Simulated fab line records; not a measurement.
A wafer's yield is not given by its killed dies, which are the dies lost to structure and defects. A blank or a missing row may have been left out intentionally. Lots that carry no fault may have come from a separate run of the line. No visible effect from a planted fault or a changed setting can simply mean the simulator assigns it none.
Which tool is to blame? / flow gf180mcu / 12 lots, 35 wafers sampled, at 5 steps of a route of 602

== WHAT EACH GAUGE READ, for each wafer ==
GF_DNWELL_TW_MEAS_09. Usual: DNWELL_TW typically reads 1343, with standard deviation 13.
lot=L569; measured=day 2 18:43; on=film_metro-04; DNWELL_TW=1341 1347; flag=
lot=L570; measured=day 3 00:34; on=film_metro-04; DNWELL_TW=1326 1330 1333; flag=
lot=L571; measured=day 3 05:50; on=film_metro-02; DNWELL_TW=1369 1368 1373; flag=
lot=L572; measured=day 3 10:20; on=film_metro-02; DNWELL_TW=1383 1380 1382; flag=
lot=L573; measured=day 3 17:22; on=film_metro-03; DNWELL_TW=1335 1341 1337; flag=
lot=L574; measured=day 3 21:07; on=film_metro-02; DNWELL_TW=1363 1362 1354; flag=
lot=L577; measured=day 4 12:04; on=film_metro-03; DNWELL_TW=1169 1176 1165; flag=OFF
lot=L578; measured=day 4 19:43; on=film_metro-04; DNWELL_TW=1192 1191 1194; flag=OFF
lot=L580; measured=day 5 05:28; on=film_metro-04; DNWELL_TW=1341 1334 1336; flag=
lot=L588; measured=day 6 23:40; on=film_metro-03; DNWELL_TW=1336 1345 1338; flag=
lot=L590; measured=day 7 10:18; on=film_metro-02; DNWELL_TW=1356 1363 1358; flag=
lot=L592; measured=day 7 20:08; on=film_metro-03; DNWELL_TW=1347 1341 1349; flag=

GF_POLY_GATE_CD_MEAS_18. Usual: cd_nm 279.4 nm, standard deviation 1.7.
lot=L569; measured=day 9 09:27; on=cd_sem-02; cd_nm (nm)=281.5 279.2; flag=
lot=L570; measured=day 9 15:03; on=cd_sem-02; cd_nm (nm)=279.2 279.6 278.1; flag=
lot=L571; measured=day 9 22:31; on=cd_sem-02; cd_nm (nm)=282.2 281.8 278.6; flag=
lot=L572; measured=day 10 02:43; on=cd_sem-02; cd_nm (nm)=280.7 277.8 279.6; flag=
lot=L573; measured=day 10 13:11; on=cd_sem-02; cd_nm (nm)=280.2 275.5 281.8; flag=
lot=L574; measured=day 10 18:56; on=cd_sem-02; cd_nm (nm)=277.3 277.1 276.8; flag=
lot=L577; measured=day 11 14:13; on=cd_sem-02; cd_nm (nm)=279.6 280.1 280.9; flag=
lot=L578; measured=day 11 23:20; on=cd_sem-01; cd_nm (nm)=278.8 277.6 276.9; flag=
lot=L580; measured=day 12 15:50; on=cd_sem-01; cd_nm (nm)=279.5 280.4 279.1; flag=
lot=L588; measured=day 14 22:38; on=cd_sem-01; cd_nm (nm)=279.1 281.0 282.8; flag=
lot=L590; measured=day 15 10:38; on=cd_sem-02; cd_nm (nm)=278.9 278.6 279.2; flag=
lot=L592; measured=day 16 03:28; on=cd_sem-01; cd_nm (nm)=282.3 281.8 282.9; flag=

GF_HV_LDD_OVL_MEAS_20. Usual: HV_LDD_01_OVL typically reads 0.2 nm, with standard deviation 1.2.
lot=L569; measured=day 10 21:17; on=overlay-02; HV_LDD_01_OVL (nm)=-0.3 0.2; flag=
lot=L570; measured=day 11 03:38; on=overlay-01; HV_LDD_01_OVL (nm)=-0.8 -0.1 -0.6; flag=
lot=L571; measured=day 11 12:07; on=overlay-02; HV_LDD_01_OVL (nm)=-0.8 -0.7 -0.7; flag=
lot=L572; measured=day 11 15:08; on=overlay-01; HV_LDD_01_OVL (nm)=0.3 -0.9 1.0; flag=
lot=L573; measured=day 12 01:32; on=overlay-02; HV_LDD_01_OVL (nm)=1.0 1.9 1.8; flag=
lot=L574; measured=day 12 07:50; on=overlay-01; HV_LDD_01_OVL (nm)=-1.1 1.0 -0.4; flag=
lot=L577; measured=day 13 05:47; on=overlay-02; HV_LDD_01_OVL (nm)=0.9 2.0 -0.2; flag=
lot=L578; measured=day 13 14:35; on=overlay-01; HV_LDD_01_OVL (nm)=0.2 0.1 -0.4; flag=
lot=L580; measured=day 14 08:32; on=overlay-02; HV_LDD_01_OVL (nm)=0.8 -0.6 0.1; flag=
lot=L588; measured=day 16 18:23; on=overlay-01; HV_LDD_01_OVL (nm)=0.0 -1.6 1.6; flag=
lot=L590; measured=day 17 07:25; on=overlay-01; HV_LDD_01_OVL (nm)=-1.5 -2.3 -0.8; flag=
lot=L592; measured=day 17 23:17; on=overlay-01; HV_LDD_01_OVL (nm)=2.3 2.0 -0.5; flag=

== WHICH TOOL RAN EACH LOT (tool, then ch and the chambers of the sampled wafers, then the start) ==
lot=L569; GF_DNWELL_IMPLANT_07=implanter-02 ch 0, day 2 18:28; GF_LVPWELL_STRIP_10=plasma_asher-04 ch 0,1, day 3 20:51
lot=L570; GF_DNWELL_IMPLANT_07=implanter-01 ch 0, day 3 00:20; GF_LVPWELL_STRIP_10=plasma_asher-01 ch 0,1, day 4 03:24
lot=L571; GF_DNWELL_IMPLANT_07=implanter-02 ch 0, day 3 05:37; GF_LVPWELL_STRIP_10=plasma_asher-04 ch 0,1, day 4 08:20
lot=L572; GF_DNWELL_IMPLANT_07=implanter-01 ch 0, day 3 10:07; GF_LVPWELL_STRIP_10=plasma_asher-02 ch 0,1, day 4 13:22
lot=L573; GF_DNWELL_IMPLANT_07=implanter-04 ch 0, day 3 17:07; GF_LVPWELL_STRIP_10=plasma_asher-01 ch 0,1, day 4 20:49
lot=L574; GF_DNWELL_IMPLANT_07=implanter-02 ch 0, day 3 20:52; GF_LVPWELL_STRIP_10=plasma_asher-01 ch 0,1, day 5 01:07
lot=L577; GF_DNWELL_IMPLANT_07=implanter-02 ch 0, day 4 11:50; GF_LVPWELL_STRIP_10=plasma_asher-04 ch 0, day 5 17:18
lot=L578; GF_DNWELL_IMPLANT_07=implanter-02 ch 0, day 4 19:28; GF_LVPWELL_STRIP_10=plasma_asher-04 ch 0,1, day 6 01:12
lot=L580; GF_DNWELL_IMPLANT_07=implanter-01 ch 0, day 5 05:13; GF_LVPWELL_STRIP_10=plasma_asher-04 ch 0,1, day 6 10:34
lot=L588; GF_DNWELL_IMPLANT_07=implanter-04 ch 0, day 6 23:25; GF_LVPWELL_STRIP_10=plasma_asher-04 ch 0,1, day 8 08:00
lot=L590; GF_DNWELL_IMPLANT_07=implanter-04 ch 0, day 7 10:05; GF_LVPWELL_STRIP_10=plasma_asher-04 ch 0,1, day 8 19:00
lot=L592; GF_DNWELL_IMPLANT_07=implanter-04 ch 0, day 7 19:55; GF_LVPWELL_STRIP_10=plasma_asher-01 ch 0,1, day 9 05:54
- GF_DNWELL_IMPLANT_07
- GF_LVPWELL_STRIP_10: strips in O2/N2.

== AS READ BY THE TOOLS THEMSELVES (means over the sampled wafers that have a number; for cases with no such wafer, the mark the record gives instead) ==
GF_DNWELL_IMPLANT_07. Usual: dose_ions_cm2 9.998e+12, standard deviation 1.1e+10; faraday_current_uA 56.4, standard deviation 1.1.
lot=L569 tool=implanter-02 dose_ions_cm2=9.980e+12 faraday_current_uA=56.8 flag=
lot=L570 tool=implanter-01 dose_ions_cm2=9.993e+12 faraday_current_uA=56.6 flag=
lot=L571 tool=implanter-02 dose_ions_cm2=1.001e+13 faraday_current_uA=56.6 flag=
lot=L572 tool=implanter-01 dose_ions_cm2=1.001e+13 faraday_current_uA=56.7 flag=
lot=L573 tool=implanter-04 dose_ions_cm2=1.000e+13 faraday_current_uA=57.7 flag=
lot=L574 tool=implanter-02 dose_ions_cm2=9.994e+12 faraday_current_uA=56.1 flag=
lot=L577 tool=implanter-02 dose_ions_cm2=6.922e+12 faraday_current_uA=39.1 flag=OFF
lot=L578 tool=implanter-02 dose_ions_cm2=6.946e+12 faraday_current_uA=39.3 flag=OFF
lot=L580 tool=implanter-01 dose_ions_cm2=1.001e+13 faraday_current_uA=56.7 flag=
lot=L588 tool=implanter-04 dose_ions_cm2=9.988e+12 faraday_current_uA=56.6 flag=
lot=L590 tool=implanter-04 dose_ions_cm2=9.993e+12 faraday_current_uA=56.0 flag=
lot=L592 tool=implanter-04 dose_ions_cm2=1.001e+13 faraday_current_uA=56.8 flag=

GF_LVPWELL_STRIP_10. Usual: drypump_motor_current_A 5.8 A, standard deviation 0.47; heater_power_w 314 W, standard deviation 24; oes_product_au 0.722 a.u., standard deviation 0.0044; strip_time_to_endpoint_s 36.98 s, standard deviation 0.1.
lot=L569; tool=plasma_asher-04; drypump_motor_current_A (A)=5.4; heater_power_w (W)=306; oes_product_au (a.u.)=0.719; strip_time_to_endpoint_s (s)=37.02; flag=
lot=L570; tool=plasma_asher-01; drypump_motor_current_A (A)=6.1; heater_power_w (W)=308; oes_product_au (a.u.)=0.722; strip_time_to_endpoint_s (s)=37.07; flag=
lot=L571; tool=plasma_asher-04; drypump_motor_current_A (A)=5.3; heater_power_w (W)=315; oes_product_au (a.u.)=0.722; strip_time_to_endpoint_s (s)=36.94; flag=
lot=L572; tool=plasma_asher-02; drypump_motor_current_A (A)=6.0; heater_power_w (W)=353; oes_product_au (a.u.)=0.722; strip_time_to_endpoint_s (s)=36.93; flag=
lot=L573; tool=plasma_asher-01; drypump_motor_current_A (A)=6.3; heater_power_w (W)=312; oes_product_au (a.u.)=0.721; strip_time_to_endpoint_s (s)=36.99; flag=
lot=L574; tool=plasma_asher-01; drypump_motor_current_A (A)=6.1; heater_power_w (W)=303; oes_product_au (a.u.)=0.724; strip_time_to_endpoint_s (s)=37.00; flag=
lot=L577; tool=plasma_asher-04; drypump_motor_current_A (A)=5.5; heater_power_w (W)=332; oes_product_au (a.u.)=0.720; strip_time_to_endpoint_s (s)=37.07; flag=
lot=L578; tool=plasma_asher-04; drypump_motor_current_A (A)=5.4; heater_power_w (W)=317; oes_product_au (a.u.)=0.724; strip_time_to_endpoint_s (s)=37.02; flag=
lot=L580; tool=plasma_asher-04; drypump_motor_current_A (A)=5.4; heater_power_w (W)=296; oes_product_au (a.u.)=0.724; strip_time_to_endpoint_s (s)=37.08; flag=
lot=L588; tool=plasma_asher-04; drypump_motor_current_A (A)=5.4; heater_power_w (W)=314; oes_product_au (a.u.)=0.725; strip_time_to_endpoint_s (s)=37.05; flag=
lot=L590; tool=plasma_asher-04; drypump_motor_current_A (A)=5.4; heater_power_w (W)=313; oes_product_au (a.u.)=0.726; strip_time_to_endpoint_s (s)=36.99; flag=
lot=L592; tool=plasma_asher-01; drypump_motor_current_A (A)=6.3; heater_power_w (W)=306; oes_product_au (a.u.)=0.721; strip_time_to_endpoint_s (s)=37.00; flag=

== THE ANSWER, worked out from the rows above alone ==
Rule: a lot counts as off when the mean over its wafers that have a number is more than 3 standard deviations away from the usual mean. A lot without any number at a reading at which 4 lots or more have one is off too. Where the step has rows for the other lots, those lots are counted as sound. Order of review: gauges by route order, followed by the tools' own readings, for which a lot's mean as printed above is used. The first step at which some lot is off is used, and at that step the reading that is off furthest; a lot without a number counts as furthest.
Off: L577, L578, at GF_DNWELL_TW_MEAS_09 (DNWELL_TW).
A tool fits if, at a process step before that reading, it ran every lot that is off, and no sound lot after the first of them. Not tried: the gauges at GF_DNWELL_TW_MEAS_09; whatever is off there is also off at GF_DNWELL_IMPLANT_07, on other tools, and gauge error can't account for it. One fits: GF_DNWELL_IMPLANT_07 on implanter-02. Its last sound lot is L574 (day 3 20:52), its first lot that is off L577 (day 4 11:50): a fault that began between those two fits.
The tool's own readings at GF_DNWELL_IMPLANT_07 bear it out: on the lots that are off they differ by more than 5 times the standard deviation of the sound lots' means. dose_ions_cm2 reads 6.934e+12 there against 9.999e+12 on the sound lots; faraday_current_uA reads 39.2 there against 56.7 on the sound lots.

== WHAT THE SIMULATOR HAD INSERTED ==
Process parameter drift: implanter-02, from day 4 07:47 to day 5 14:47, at GF_DNWELL_IMPLANT_07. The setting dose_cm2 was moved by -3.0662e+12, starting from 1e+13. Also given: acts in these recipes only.
Struck lots among those shown: L577, L578. The rule given above showed the same thing.
